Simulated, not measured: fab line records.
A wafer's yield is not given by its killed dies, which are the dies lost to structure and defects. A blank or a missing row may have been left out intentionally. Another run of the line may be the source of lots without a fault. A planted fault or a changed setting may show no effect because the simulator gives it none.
fab line records | flow gf180mcu
record: lots: 14 | wafers: 42 | last_day: 34
route steps=602 shown V1@350 V2@392
lots untouched by any fault: they come from a run of this same line in which no faults occurred
start_h: start of the lot's first displayed wafer, in hours after the record's first day | wait_h: hours elapsed since this lot's preceding step | " unchanged from the row above | L1.1+2: a row that stands for several wafers | - value missing, or start not given | * or withheld: withheld | < > ~ a bound
route shown NAME@n: a module of which the file shows steps, and the number in the route of the first | usual: the fault-free wafers' mean and standard deviation | same: alike in all rows | chamber/n: place in a boat | sites: each site's reading | _std_site: the standard deviation of these | _edge_site: inner sites' mean taken away from outer sites' mean | radius_mm: for every site, how far away it sits from the centre of the wafer | mask NAME#n: copy n | behind: the tool/chamber that last shaped the wafer | hold: cause of the lot's hold/its duration in hours/its outcome | device: the transistor (n, p or np) that didn't switch | end of line: the tests these same wafers got at the end of their route | a step without rows: its recipe alone | killed: dies that structure and defects cost at the first sort, which is not the same as the wafer's yield | map: a wafer's dies, x killed, . not, _ none there
set.NAME: the run value of the setting; set.NAME@STEP: its run value at that earlier step | model.NAME: the simulator's own value behind a step, which no gauge read
one table for each step of the route and one row for each wafer, over a sample of lots
services: a tool's chamber out of use, with start hour (start_h, from the record's first day; less than 0 if before it), hours out, and reason
== steps ==
step: GF_V1_OVL_MEAS_15
usual: V1_OVL: 2/5.5
lot.wafer | tool       | chamber | start_h | wait_h | V1_OVL[nm]
L260.4    | overlay-01 | -       | 420.59  | 0.1    | 4
L260.5    | "          | -       | "       | "      | -6
L260.6    | "          | -       | "       | "      | 1
L259.1    | overlay-02 | -       | 424.50  | 0.1    | 16
L259.3    | "          | -       | "       | "      | 10
L259.6    | "          | -       | "       | "      | 5
L262.1    | overlay-02 | -       | 440.80  | 0.1    | 6
L262.5    | "          | -       | "       | "      | 5
L262.6    | "          | -       | "       | "      | 6
L264.2    | overlay-01 | -       | 455.41  | 0.1    | 0
L264.4    | "          | -       | "       | "      | -4
L264.5    | "          | -       | "       | "      | 2
L266.1    | overlay-02 | -       | 472.35  | 0.1    | 10
L266.2    | "          | -       | "       | "      | 3
L266.3    | "          | -       | "       | "      | 0
L267.3    | overlay-01 | -       | 480.96  | 0.1    | 8
L267.4    | "          | -       | "       | "      | 1
L267.6    | "          | -       | "       | "      | -1
L269.2    | overlay-02 | -       | 496.88  | 0.1    | 8
L269.3    | "          | -       | "       | "      | 0
L269.5    | "          | -       | "       | "      | 0
L271.2    | overlay-01 | -       | 507.38  | 0.1    | -4
L271.3    | "          | -       | "       | "      | -1
L271.4    | "          | -       | "       | "      | -9
L273.1    | overlay-02 | -       | 537.55  | 0.1    | 4
L273.3    | "          | -       | "       | "      | -1
L273.6    | "          | -       | "       | "      | 10
L278.1    | overlay-01 | -       | 585.52  | 0.1    | 8
L278.2    | "          | -       | "       | "      | 1
L278.4    | "          | -       | "       | "      | -2
L280.2    | overlay-02 | -       | 596.58  | 0.1    | 3
L280.4    | "          | -       | "       | "      | -5
L280.5    | "          | -       | "       | "      | 0
L279.2    | overlay-01 | -       | 604.18  | 0.1    | 4
L279.5    | "          | -       | "       | "      | 0
L279.6    | "          | -       | "       | "      | 4
L281.1    | overlay-01 | -       | 609.10  | 0.1    | 1
L281.2    | "          | -       | "       | "      | 4
L281.6    | "          | -       | "       | "      | 2
L282.1    | overlay-01 | -       | 615.97  | 0.1    | 5
L282.2    | "          | -       | "       | "      | 2
L282.4    | "          | -       | "       | "      | -1
step: GF_V1_ETCH_16
recipe: chemistry: N2/H2 | target_depth_a: withheld | overetch_a: withheld | time_s: withheld | target: BARC | ion_energy_ev: 200 | source_w: 500 | bias_w: 100 | pressure_mtorr: 30 | n2_flow_sccm: 100 | h2_flow_sccm: 200
usual: drypump_motor_current_A: 5.5/0.58 | n2_flow_sccm: 100.01/0.29 | oes_product_au: 0.855/0.0043 | throttle_valve_pct: 13.226/0.0087
lot.wafer | tool        | chamber | start_h | wait_h | drypump_motor_current_A | n2_flow_sccm | oes_product_au | throttle_valve_pct
L260.4    | rie_diel-02 | 2       | 420.61  | 0.0    | 5.6                     | 100.15       | 0.852          | 13.224
L260.5    | "           | 2       | "       | "      | 5.6                     | 100.13       | 0.855          | 13.221
L260.6    | "           | 3       | "       | "      | 5.4                     | 100.37       | 0.864          | 13.231
L259.1    | rie_diel-03 | 0       | 424.54  | 0.0    | 4.8                     | 100.03       | 0.857          | 13.220
L259.3    | "           | 3       | "       | "      | 5.1                     | 100.11       | 0.856          | 13.224
L259.6    | "           | 0       | "       | "      | 4.8                     | 100.44       | 0.858          | 13.246
L262.1    | rie_diel-01 | 0       | 440.84  | 0.0    | 5.6                     | 99.87        | 0.856          | 13.220
L262.5    | "           | 0       | "       | "      | 5.6                     | 100.03       | 0.857          | 13.222
L262.6    | "           | 1       | "       | "      | 6.5                     | 100.21       | 0.859          | 13.225
L264.2    | rie_diel-02 | 1       | 455.44  | 0.0    | 4.8                     | 99.62        | 0.858          | 13.216
L264.4    | "           | 3       | "       | "      | 5.4                     | 100.16       | 0.851          | 13.218
L264.5    | "           | 0       | "       | "      | 6.0                     | 99.84        | 0.855          | 13.220
L266.1    | rie_diel-01 | 3       | 472.39  | 0.0    | 4.9                     | 100.10       | 0.852          | 13.223
L266.2    | "           | 2       | "       | "      | 5.5                     | 99.68        | 0.858          | 13.220
L266.3    | "           | 3       | "       | "      | 4.9                     | 100.32       | 0.858          | 13.215
L267.3    | rie_diel-02 | 2       | 480.99  | 0.0    | 5.6                     | 99.88        | 0.866          | 13.239
L267.4    | "           | 2       | "       | "      | 5.6                     | 100.23       | 0.853          | 13.193
L267.6    | "           | 3       | "       | "      | 5.5                     | 100.14       | 0.862          | 13.234
L269.2    | rie_diel-01 | 2       | 496.91  | 0.0    | 5.6                     | 100.36       | 0.850          | 13.233
L269.3    | "           | 3       | "       | "      | 4.9                     | 100.20       | 0.847          | 13.225
L269.5    | "           | 3       | "       | "      | 5.0                     | 99.88        | 0.852          | 13.229
L271.2    | rie_diel-03 | 0       | 507.41  | 0.0    | 4.8                     | 100.13       | 0.850          | 13.231
L271.3    | "           | 2       | "       | "      | 5.4                     | 100.19       | 0.862          | 13.218
L271.4    | "           | 1       | "       | "      | 6.7                     | 99.72        | 0.857          | 13.224
L273.1    | rie_diel-01 | 1       | 537.58  | 0.0    | 6.5                     | 100.25       | 0.850          | 13.224
L273.3    | "           | 2       | "       | "      | 5.6                     | 99.62        | 0.862          | 13.237
L273.6    | "           | 0       | "       | "      | 5.6                     | 100.32       | 0.854          | 13.251
L278.1    | rie_diel-02 | 1       | 585.56  | 0.0    | 4.8                     | 100.27       | 0.849          | 13.222
L278.2    | "           | 0       | "       | "      | 6.0                     | 99.94        | 0.854          | 13.217
L278.4    | "           | 2       | "       | "      | 5.6                     | 99.64        | 0.854          | 13.238
L280.2    | rie_diel-01 | 3       | 596.61  | 0.0    | 4.9                     | 100.25       | 0.847          | 13.222
L280.4    | "           | 2       | "       | "      | 5.5                     | 100.12       | 0.860          | 13.224
L280.5    | "           | 3       | "       | "      | 4.9                     | 99.82        | 0.853          | 13.228
L279.2    | rie_diel-01 | 2       | 604.21  | 0.0    | 5.6                     | 99.67        | 0.856          | 13.215
L279.5    | "           | 0       | "       | "      | 5.6                     | 100.28       | 0.852          | 13.233
L279.6    | "           | 3       | "       | "      | 4.9                     | 100.00       | 0.856          | 13.231
L281.1    | rie_diel-03 | 2       | 609.14  | 0.0    | 5.3                     | 99.82        | 0.854          | 13.212
L281.2    | "           | 0       | "       | "      | 4.8                     | 99.42        | 0.857          | 13.229
L281.6    | "           | 2       | "       | "      | 5.4                     | 100.24       | 0.846          | 13.223
L282.1    | rie_diel-03 | 0       | 616.01  | 0.0    | 4.8                     | 100.13       | 0.853          | 13.228
L282.2    | "           | 2       | "       | "      | 5.3                     | 100.32       | 0.856          | 13.211
L282.4    | "           | 1       | "       | "      | 6.7                     | 99.89        | 0.854          | 13.223
step: GF_V1_SPUTTER_22
recipe: material: TiN | target_thk_nm: 10 | chamber_pressure_pa: 5 | power_w: 4000 | time_s: 40
usual: throttle_valve_pct: 29.5/1
same: time_s: 40
lot.wafer | tool           | chamber | start_h | wait_h | throttle_valve_pct
L260.4    | pvd_sputter-02 | -       | 421.37  | 0.0    | 28.9
L260.5    | "              | -       | "       | "      | 30.0
L260.6    | "              | -       | "       | "      | 29.8
L259.1    | pvd_sputter-04 | -       | 425.26  | 0.0    | 29.8
L259.3    | "              | -       | "       | "      | 28.9
L259.6    | "              | -       | "       | "      | 30.7
L262.1    | pvd_sputter-03 | -       | 441.56  | 0.0    | 27.3
L262.5    | "              | -       | "       | "      | 27.5
L262.6    | "              | -       | "       | "      | 30.5
L264.2    | pvd_sputter-02 | -       | 456.16  | 0.0    | 30.1
L264.4    | "              | -       | "       | "      | 29.7
L264.5    | "              | -       | "       | "      | 28.8
L266.1    | pvd_sputter-04 | -       | 473.17  | 0.0    | 29.2
L266.2    | "              | -       | "       | "      | 28.1
L266.3    | "              | -       | "       | "      | 30.7
L267.3    | pvd_sputter-04 | -       | 481.74  | 0.0    | 29.7
L267.4    | "              | -       | "       | "      | 28.8
L267.6    | "              | -       | "       | "      | 29.6
L269.2    | pvd_sputter-04 | -       | 497.63  | 0.0    | 28.9
L269.3    | "              | -       | "       | "      | 30.9
L269.5    | "              | -       | "       | "      | 30.5
L271.2    | pvd_sputter-02 | -       | 508.13  | 0.0    | 30.1
L271.3    | "              | -       | "       | "      | 28.7
L271.4    | "              | -       | "       | "      | 30.2
L273.1    | pvd_sputter-03 | -       | 538.34  | 0.0    | 29.5
L273.3    | "              | -       | "       | "      | 27.2
L273.6    | "              | -       | "       | "      | 29.5
L278.1    | pvd_sputter-04 | -       | 586.28  | 0.0    | 29.1
L278.2    | "              | -       | "       | "      | 29.8
L278.4    | "              | -       | "       | "      | 28.1
L280.2    | pvd_sputter-03 | -       | 597.34  | 0.0    | 31.0
L280.4    | "              | -       | "       | "      | 30.2
L280.5    | "              | -       | "       | "      | 27.2
L279.2    | pvd_sputter-02 | -       | 604.93  | 0.0    | 29.9
L279.5    | "              | -       | "       | "      | 29.9
L279.6    | "              | -       | "       | "      | 29.6
L281.1    | pvd_sputter-03 | -       | 609.87  | 0.0    | 29.4
L281.2    | "              | -       | "       | "      | 31.1
L281.6    | "              | -       | "       | "      | 30.2
L282.1    | pvd_sputter-03 | -       | 616.73  | 0.0    | 30.0
L282.2    | "              | -       | "       | "      | 29.9
L282.4    | "              | -       | "       | "      | 30.8
step: GF_V2_SOFTBAKE_10
recipe: temp_c: 130 | time_s: 60 | resist: KrF
usual: heater_power_total_W: 93.05/0.058 | plate_temp_C: 130.00/0.13 | resist_line_temp_C: 22.99/0.11
same: time_s: 60
lot.wafer | tool           | chamber | start_h | wait_h | heater_power_total_W | plate_temp_C | resist_line_temp_C
L260.4    | litho_track-04 | 0       | 458     | -      | 93.06                | 130.06       | 23.15
L260.5    | "              | 0       | "       | "      | 93.17                | 129.92       | 23.17
L260.6    | "              | 0       | "       | "      | 93.17                | 129.96       | 23.08
L259.1    | litho_track-01 | 0       | 461     | -      | 93.06                | 129.99       | 23.16
L259.3    | "              | 0       | "       | "      | 93.08                | 130.06       | 23.03
L259.6    | "              | 0       | "       | "      | 93.06                | 129.75       | 23.15
L262.1    | litho_track-01 | 0       | 480     | -      | 93.05                | 129.92       | 23.14
L262.5    | "              | 0       | "       | "      | 92.92                | 129.79       | 22.90
L262.6    | "              | 0       | "       | "      | 93.00                | 129.84       | 22.99
L264.2    | litho_track-01 | 0       | 493     | -      | 93.07                | 129.93       | 23.03
L264.4    | "              | 0       | "       | "      | 92.99                | 130.03       | 23.12
L264.5    | "              | 0       | "       | "      | 93.07                | 129.76       | 23.04
L266.1    | litho_track-04 | 0       | 510     | -      | 93.00                | 129.93       | 22.66
L266.2    | "              | 0       | "       | "      | 93.02                | 129.87       | 22.88
L266.3    | "              | 0       | "       | "      | 92.97                | 130.03       | 22.68
L267.3    | litho_track-02 | 0       | 519     | -      | 93.08                | 130.08       | 22.92
L267.4    | "              | 0       | "       | "      | 92.97                | 130.09       | 22.93
L267.6    | "              | 0       | "       | "      | 93.06                | 130.16       | 22.95
L269.2    | litho_track-02 | 0       | 534     | -      | 92.99                | 130.19       | 22.97
L269.3    | "              | 0       | "       | "      | 93.12                | 130.10       | 23.00
L269.5    | "              | 0       | "       | "      | 93.07                | 130.00       | 23.02
L271.2    | litho_track-02 | 0       | 545     | -      | 102.62               | 140.06       | 22.88
L271.3    | "              | 0       | "       | "      | 102.66               | 140.22       | 22.89
L271.4    | "              | 0       | "       | "      | 102.61               | 140.08       | 22.88
L273.1    | litho_track-02 | 0       | 573     | -      | 102.62               | 140.04       | 23.01
L273.3    | "              | 0       | 574     | -      | 102.56               | 140.09       | 23.06
L273.6    | "              | 0       | "       | "      | 102.62               | 140.09       | 23.02
L278.1    | litho_track-04 | 0       | 620     | -      | 92.85                | 130.04       | 22.92
L278.2    | "              | 0       | "       | "      | 93.00                | 130.08       | 22.89
L278.4    | "              | 0       | "       | "      | 93.17                | 129.98       | 22.89
L280.2    | litho_track-01 | 0       | 630     | -      | 92.99                | 130.05       | 22.99
L280.4    | "              | 0       | "       | "      | 93.12                | 130.12       | 23.10
L280.5    | "              | 0       | "       | "      | 93.03                | 129.98       | 23.04
L279.2    | litho_track-02 | 0       | 638     | -      | 93.07                | 129.99       | 23.18
L279.5    | "              | 0       | "       | "      | 92.98                | 129.84       | 23.13
L279.6    | "              | 0       | "       | "      | 93.09                | 129.93       | 23.02
L281.1    | litho_track-02 | 0       | 643     | -      | 93.03                | 129.94       | 23.06
L281.2    | "              | 0       | "       | "      | 92.88                | 129.86       | 23.04
L281.6    | "              | 0       | "       | "      | 92.99                | 129.95       | 23.07
L282.1    | litho_track-01 | 0       | 649     | -      | 93.12                | 130.09       | 23.00
L282.2    | "              | 0       | "       | "      | 93.02                | 130.34       | 22.94
L282.4    | "              | 0       | "       | "      | 92.93                | 130.19       | 23.02
step: GF_V2_CD_MEAS_14
recipe: target_cd_nm: 260
usual: cd_nm: 259.4/1.3
lot.wafer | tool      | chamber | start_h | wait_h | cd_nm
L260.4    | cd_sem-01 | -       | 470.24  | 0.1    | 258.4
L260.5    | "         | -       | "       | "      | 258.8
L260.6    | "         | -       | "       | "      | 259.5
L259.1    | cd_sem-01 | -       | 473.95  | 0.1    | 261.3
L259.3    | "         | -       | "       | "      | 262.0
L259.6    | "         | -       | "       | "      | 262.1
L262.1    | cd_sem-02 | -       | 492.00  | 0.1    | 259.1
L262.5    | "         | -       | "       | "      | 259.4
L262.6    | "         | -       | "       | "      | 257.8
L264.2    | cd_sem-01 | -       | 505.27  | 0.1    | 259.3
L264.4    | "         | -       | "       | "      | 259.5
L264.5    | "         | -       | "       | "      | 258.1
L266.1    | cd_sem-01 | -       | 522.50  | 0.1    | 259.4
L266.2    | "         | -       | "       | "      | 260.1
L266.3    | "         | -       | "       | "      | 259.6
L267.3    | cd_sem-01 | -       | 531.14  | 0.2    | 258.8
L267.4    | "         | -       | "       | "      | 258.9
L267.6    | "         | -       | "       | "      | 259.9
L269.2    | cd_sem-02 | -       | 545.92  | 0.1    | 258.4
L269.3    | "         | -       | "       | "      | 259.7
L269.5    | "         | -       | "       | "      | 260.1
L271.2    | cd_sem-01 | -       | 556.30  | 0.1    | 294.4
L271.3    | "         | -       | "       | "      | 295.3
L271.4    | "         | -       | "       | "      | 294.6
L273.1    | cd_sem-01 | -       | 584.69  | 0.1    | 286.5
L273.3    | "         | -       | "       | "      | 286.7
L273.6    | "         | -       | "       | "      | 284.7
L278.1    | cd_sem-02 | -       | 630.98  | 0.1    | 261.6
L278.2    | "         | -       | "       | "      | 260.9
L278.4    | "         | -       | "       | "      | 260.5
L280.2    | cd_sem-01 | -       | 640.47  | 0.1    | 258.7
L280.4    | "         | -       | "       | "      | 259.6
L280.5    | "         | -       | "       | "      | 259.8
L279.2    | cd_sem-02 | -       | 649.22  | 0.1    | 259.9
L279.5    | "         | -       | "       | "      | 259.7
L279.6    | "         | -       | "       | "      | 260.1
L281.1    | cd_sem-01 | -       | 653.38  | 0.1    | 260.3
L281.2    | "         | -       | "       | "      | 261.1
L281.6    | "         | -       | "       | "      | 260.4
L282.1    | cd_sem-02 | -       | 658.58  | 0.1    | 258.1
L282.2    | "         | -       | "       | "      | 259.8
L282.4    | "         | -       | "       | "      | 260.0
== services ==
tool           | chamber | start_h | hours | kind
rie_diel-02    | 2       | 399.73  | 9.0   | repair
pvd_sputter-04 | -       | 420.84  | 0.6   | repair
rie_diel-02    | 0       | 424.69  | 3.9   | repair
pvd_sputter-04 | -       | 444.49  | 1.8   | repair
litho_track-02 | -       | 454.24  | -     | consumable_replace:filter
rie_diel-01    | 0       | 454.34  | 51.7  | repair
litho_track-02 | -       | 466.69  | -     | consumable_replace:filter
rie_diel-01    | 1       | 471.25  | 6.5   | repair
rie_diel-02    | 1       | 497.23  | 15.3  | repair
rie_diel-02    | 0       | 505.94  | 5.7   | repair
rie_diel-03    | -       | 509.33  | 14.6  | pm
pvd_sputter-02 | -       | 517.10  | 1.7   | repair
rie_diel-01    | 1       | 524.34  | 11.8  | repair
rie_diel-02    | 0       | 525.35  | -     | clean
rie_diel-01    | 0       | 548.48  | 6.1   | repair
rie_diel-01    | -       | 550.21  | 14.6  | pm
rie_diel-01    | 0       | 564.81  | -     | clean
rie_diel-01    | 0       | 564.81  | 16.6  | scheduled_down
rie_diel-01    | 0       | 564.81  | 16.6  | vent_cycle
rie_diel-02    | -       | 593.00  | 15.6  | pm
pvd_sputter-02 | -       | 607.05  | 1.4   | repair
rie_diel-03    | 3       | 613.62  | 12.3  | repair
rie_diel-02    | -       | 626.62  | 0.2   | repair
rie_diel-01    | -       | 628.29  | 4.3   | pm
== key ==
first_sign: step: GF_V2_SOFTBAKE_10 | reading: heater_power_total_W | direction: up | sigmas: 99+ | usual: 93.05 | struck: 102.61
effect: step: GF_V2_SOFTBAKE_10 | reading: plate_temp_C | direction: up | sigmas: 76 | usual: * | struck: *
effect: step: GF_V2_CD_MEAS_14 | reading: cd_nm | direction: up | sigmas: 23 | usual: 259.4 | struck: 290.4 | through: control_loop
met_at GF_V2_SOFTBAKE_10
struck_lots L271,L273
sort_left_out L271.2,L271.3,L271.4,L273.1,L273.3,L273.6
loop_trim: step: GF_V2_EXPOSE_11 | setting: dose | lots: L273
not_acting_at GF_V1_OVL_MEAS_15,GF_V1_ETCH_16,GF_V1_SPUTTER_22
onset_between 534 545
fault: kind: process_parameter_drift | tool: litho_track-02 | chamber: - | onset_h: 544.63 | steps: GF_V2_SOFTBAKE_10 | channel: temp_c | offset: * | shape: step | end_h: 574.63 | acts_in: * | stated: *
sort_left_out: the simulated sort isn't trusted on such a fault, so these wafers' sort isn't shown, and their yield isn't known
loop_trim: a control loop set the setting to another value than it would have without faults
